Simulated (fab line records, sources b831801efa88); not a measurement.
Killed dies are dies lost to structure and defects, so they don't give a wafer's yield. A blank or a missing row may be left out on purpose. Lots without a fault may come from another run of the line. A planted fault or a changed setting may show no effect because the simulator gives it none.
One fault seen from 2 desks | flow gf180mcu | each desk has only its own numbers; what lay behind them comes last

THE TOOL OWNER'S DESK: plasma_asher-03
The tool's own readings at GF_DUAL_GATE_STRIP_13 (strips in O2/N2): means of the sampled wafers that have a number, for each lot that ran on this tool. A lot is out of limits, marked OUT, if its mean lies more than 4 standard deviations from the usual mean; the brackets give that distance.
Columns: A = drypump_motor_current_A at GF_DUAL_GATE_STRIP_13, usual 5.6 A; B = heater_power_w at GF_DUAL_GATE_STRIP_13, usual 347 W; C = oes_product_au at GF_DUAL_GATE_STRIP_13, usual 0.716 a.u.; D = platen_temp_c at GF_DUAL_GATE_STRIP_13, usual 249.98 C; E = strip_time_to_endpoint_s at GF_DUAL_GATE_STRIP_13, usual 12.62 s
lot  | first seen here | A   | B   | C               | D      | E
L127 | day 8 14:20     | 5.4 | 387 | 0.718           | 249.93 | 12.55
L134 | day 10 14:10    | 5.6 | 380 | 0.715           | 250.12 | 12.59
L138 | day 11 18:03    | 5.5 | 385 | 0.858 (+30) OUT | 249.80 | -
L148 | day 14 12:03    | 5.4 | 386 | 0.715           | 249.79 | 12.60
This desk's finding: out of limits on L138; first on L138, day 11 18:03 (oes_product_au at GF_DUAL_GATE_STRIP_13). In limits: L127, L134, L148.

THE METROLOGY DESK
What the gauges read, lot by lot, whatever tool the lot ran on: means of the sampled wafers that have a number. A lot is out of limits, marked OUT, if its mean lies more than 4 standard deviations from the usual mean; the brackets give that distance.
Columns: A = MVPSD_TW at GF_MVPSD_TW_MEAS_11, usual 556; B = MVPSD_RS at GF_VT_IMPLANT_RS_MEAS_49, usual 1168.3 ohm/sq; C = POLY_GATE_OVL at GF_POLY_GATE_OVL_MEAS_11, usual 5 nm
lot  | first seen here | A   | B      | C
L126 | day 5 02:49     | 552 | 1172.8 | 1
L127 | day 5 06:51     | 557 | 1166.8 | 10
L128 | day 5 12:35     | 561 | 1167.1 | 11
L130 | day 6 01:31     | 549 | 1171.2 | 6
L131 | day 6 09:58     | 549 | 1166.3 | 5
L134 | day 6 23:51     | 556 | 1171.3 | 3
L138 | day 8 00:43     | 550 | 1167.2 | 7
L142 | day 8 21:01     | 563 | 1169.7 | 10
L143 | day 9 05:18     | 562 | 1165.3 | 4
L145 | day 9 18:55     | 550 | 1168.1 | 5
L146 | day 10 00:10    | 561 | 1164.6 | 5
L147 | day 10 06:18    | 555 | 1167.2 | 5
L148 | day 10 10:18    | 562 | 1171.2 | 3
This desk's finding: nothing out of limits on any of the 13 lots.

PUT TOGETHER
The tool owner's desk could have raised an alarm at day 11 18:03, on L138.
The metrology desk saw nothing out of limits.
The metrology desk has L138 on record, within its limits.
Of the lots named, all ran GF_DUAL_GATE_STRIP_13 on plasma_asher-03.

WHAT THE SIMULATOR HAD PUT IN
Strip aborted: plasma_asher-03, from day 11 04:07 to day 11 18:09, at GF_DUAL_GATE_STRIP_13. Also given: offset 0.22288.
Lots struck among those shown: L138.
Hours from the fault's start to each desk's first reading out of limits: the tool owner's desk, 14.
